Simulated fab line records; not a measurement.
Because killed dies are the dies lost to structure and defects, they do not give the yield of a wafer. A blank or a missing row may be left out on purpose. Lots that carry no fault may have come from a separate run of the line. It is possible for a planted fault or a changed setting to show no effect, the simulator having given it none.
Which tool was responsible? -- flow gf180mcu -- 14 lots, 42 wafers sampled, at 4 steps of a route of 602

## WHAT THE GAUGES READ, wafer by wafer
GF_VT_IMPLANT_TW_MEAS_43. Usual: VT_IMPLANT_4_TW typically reads 694, with standard deviation 6.5.
lot,measured,on,VT_IMPLANT_4_TW,flag
L337,day 7 12:11,film-metro-02,681 684 683,
L339,day 8 03:29,film-metro-02,681 679 679,
L340,day 8 08:55,film-metro-04,698 697 699,
L341,day 8 14:35,film-metro-03,691 691 698,
L345,day 9 20:51,film-metro-03,653 659 660,OFF
L346,day 10 02:57,film-metro-04,655 656 658,OFF
L347,day 10 09:15,film-metro-03,651 652 655,OFF
L349,day 10 22:14,film-metro-03,696 690 697,
L352,day 11 19:29,film-metro-03,695 692 695,
L354,day 12 06:47,film-metro-04,697 699 698,
L357,day 13 02:00,film-metro-03,693 692 690,
L358,day 13 08:11,film-metro-04,701 699 696,
L359,day 13 15:11,film-metro-04,695 697 698,
L360,day 14 03:55,film-metro-02,684 687 687,

GF_M2_CD_MEAS_14: the cd target is 280 nm. Usual: cd-nm at 280.0 nm, with a standard deviation of 1.2.
lot,measured,on,cd-nm (nm),flag
L337,day 19 02:58,cd-sem-01,278.5 278.9 280.0,
L339,day 20 00:49,cd-sem-01,281.3 280.6 281.1,
L340,day 20 09:01,cd-sem-02,282.6 282.0 282.8,
L341,day 20 16:31,cd-sem-01,281.0 280.2 280.3,
L345,day 22 08:01,cd-sem-01,280.1 280.0 280.8,
L346,day 22 12:45,cd-sem-01,278.9 280.2 279.1,
L347,day 23 00:41,cd-sem-02,280.8 280.9 279.8,
L349,day 23 11:17,cd-sem-01,279.9 281.5 279.8,
L352,day 24 17:22,cd-sem-01,278.1 278.3 278.3,
L354,day 25 07:10,cd-sem-01,280.9 279.2 279.0,
L357,day 26 10:04,cd-sem-02,280.7 280.7 280.4,
L358,day 26 13:17,cd-sem-02,279.4 280.0 279.5,
L359,day 27 06:25,cd-sem-01,278.6 278.0 278.9,
L360,day 27 04:29,cd-sem-02,277.9 280.9 279.1,

GF_V2_THK_MEAS_03. Usual: V2_CVD_02_THK typically reads 848 nm, with standard deviation 11.
lot,measured,on,V2_CVD_02_THK (nm),flag
L337,day 19 03:58,film-metro-01,855 827 853,
L339,day 20 01:52,film-metro-04,833 836 840,
L340,day 20 10:03,film-metro-01,854 862 848,
L341,day 20 17:34,film-metro-01,849 862 864,
L345,day 22 09:04,film-metro-02,852 838 867,
L346,day 22 13:52,film-metro-01,840 855 856,
L347,day 23 01:41,film-metro-02,851 853 854,
L349,day 23 12:26,film-metro-04,838 865 851,
L352,day 24 18:23,film-metro-02,830 843 840,
L354,day 25 08:11,film-metro-01,843 837 835,
L357,day 26 11:25,film-metro-02,851 869 873,
L358,day 26 14:17,film-metro-02,852 833 871,
L359,day 27 07:28,film-metro-01,851 847 855,
L360,day 27 05:33,film-metro-01,835 839 844,

## WHICH TOOL RAN EACH LOT (tool, then ch and the chambers of the sampled wafers, then the start)
lot,GF_VT_IMPLANT_IMPLANT_41
L337,"implanter-04 ch 0, day 7 11:57"
L339,"implanter-04 ch 0, day 8 03:16"
L340,"implanter-04 ch 0, day 8 08:43"
L341,"implanter-04 ch 0, day 8 14:20"
L345,"implanter-04 ch 0, day 9 20:37"
L346,"implanter-04 ch 0, day 10 02:44"
L347,"implanter-04 ch 0, day 10 09:01"
L349,"implanter-01 ch 0, day 10 21:59"
L352,"implanter-01 ch 0, day 11 19:14"
L354,"implanter-03 ch 0, day 12 06:32"
L357,"implanter-03 ch 0, day 13 01:46"
L358,"implanter-01 ch 0, day 13 07:57"
L359,"implanter-04 ch 0, day 13 14:56"
L360,"implanter-01 ch 0, day 14 03:40"
- GF_VT_IMPLANT_IMPLANT_41

## WHAT THE TOOLS THEMSELVES READ (means of the sampled wafers that have a number; where no wafer has one, the mark that the record gives instead)
The record holds no such reading with a usual standard deviation.

## THE ANSWER, worked out from the rows above alone
Rule: a lot is off if the mean of its wafers that have a number lies more than 3 standard deviations from the usual mean. A lot without any number at a reading at which 4 lots or more have one is off too. Where the step has rows for the other lots, those lots are counted as sound. The gauges are gone through in route order, then the tools' own readings, and for those a lot's mean is taken as printed above. The first step at which some lot is off is used, and at that step the reading that is off furthest; a lot without a number counts as furthest.
Off: at GF_VT_IMPLANT_TW_MEAS_43 (VT_IMPLANT_4_TW), L345, L346, L347.
A tool fits if, at a process step before that reading, it ran every lot that is off, and no sound lot after the first of them. Gauges at GF_VT_IMPLANT_TW_MEAS_43: tried the same way as those tools. Of those tried, none fits.

## WHAT THE SIMULATOR HAD INSERTED
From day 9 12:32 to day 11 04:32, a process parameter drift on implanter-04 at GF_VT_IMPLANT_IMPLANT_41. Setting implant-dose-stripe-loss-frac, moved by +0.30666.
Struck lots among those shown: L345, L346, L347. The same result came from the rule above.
